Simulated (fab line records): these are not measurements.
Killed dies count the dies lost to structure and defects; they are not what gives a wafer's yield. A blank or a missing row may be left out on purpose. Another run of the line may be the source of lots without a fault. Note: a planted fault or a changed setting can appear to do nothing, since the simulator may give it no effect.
Chamber matching || flow gf180mcu || pecvd-04 running GF_PASSIVATION_CVD_00: 3 sister chambers
The step deposits SiO2 from TEOS, target thk 1000 nm, time 111.95 s. 6 wafers are shown with their chamber, then 7 later ones without.

## WAFERS PAIRED WITH THEIR CHAMBERS
{"wafer": "L916.3", "chamber": 0, "heater_power_w (W)": 487, "susceptor_temp_C (C)": 399.80}
{"wafer": "L922.2", "chamber": 0, "heater_power_w (W)": 451, "susceptor_temp_C (C)": 400.16}
{"wafer": "L923.5", "chamber": 1, "heater_power_w (W)": 522, "susceptor_temp_C (C)": 399.99}
{"wafer": "L924.5", "chamber": 1, "heater_power_w (W)": 504, "susceptor_temp_C (C)": 399.95}
{"wafer": "L928.1", "chamber": 2, "heater_power_w (W)": 634, "susceptor_temp_C (C)": 400.24}
{"wafer": "L928.4", "chamber": 2, "heater_power_w (W)": 726, "susceptor_temp_C (C)": 399.99}

## WAFERS MISSING THEIR CHAMBER
{"wafer": "L928.5", "heater_power_w (W)": 642, "susceptor_temp_C (C)": 400.16}
{"wafer": "L937.2", "heater_power_w (W)": 688, "susceptor_temp_C (C)": 400.31}
{"wafer": "L937.3", "heater_power_w (W)": 494, "susceptor_temp_C (C)": 400.16}
{"wafer": "L937.4", "heater_power_w (W)": 743, "susceptor_temp_C (C)": 399.92}
{"wafer": "L938.2", "heater_power_w (W)": 599, "susceptor_temp_C (C)": 399.95}
{"wafer": "L938.3", "heater_power_w (W)": 443, "susceptor_temp_C (C)": 400.09}
{"wafer": "L938.6", "heater_power_w (W)": 501, "susceptor_temp_C (C)": 400.04}

## WHICH CHAMBER EACH WENT THROUGH
{"wafer": "L928.5", "from the rows above": 2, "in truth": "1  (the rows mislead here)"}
{"wafer": "L937.2", "from the rows above": 2, "in truth": 2}
{"wafer": "L937.3", "from the rows above": "can't be placed: 1 or 0", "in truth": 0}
{"wafer": "L937.4", "from the rows above": 2, "in truth": 2}
{"wafer": "L938.2", "from the rows above": "can't be placed: 1 or 2 or 0", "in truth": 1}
{"wafer": "L938.3", "from the rows above": "can't be placed: 0 or 1", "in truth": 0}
{"wafer": "L938.6", "from the rows above": "can't be placed: 1 or 0", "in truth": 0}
2 of 7 placed correctly. Not placeable from these rows: 4 (in 4, the candidates include the true chamber). Number placed wrongly: 1.
How it was worked out, from the rows above alone: a wafer's distance from a chamber is the root of the sum, over the readings, of the square of ((its reading less the chamber's mean) divided by the reading's scatter). If the next closest chamber is less than 2 further off than the closest, the wafer can't be placed; otherwise it belongs to the closest. A chamber's mean is the mean of its shown wafers. How the scatter is found: for the shown wafers, subtract from each reading the mean of its chamber, square and add these, divide the total by (wafers less chambers), then take the root.
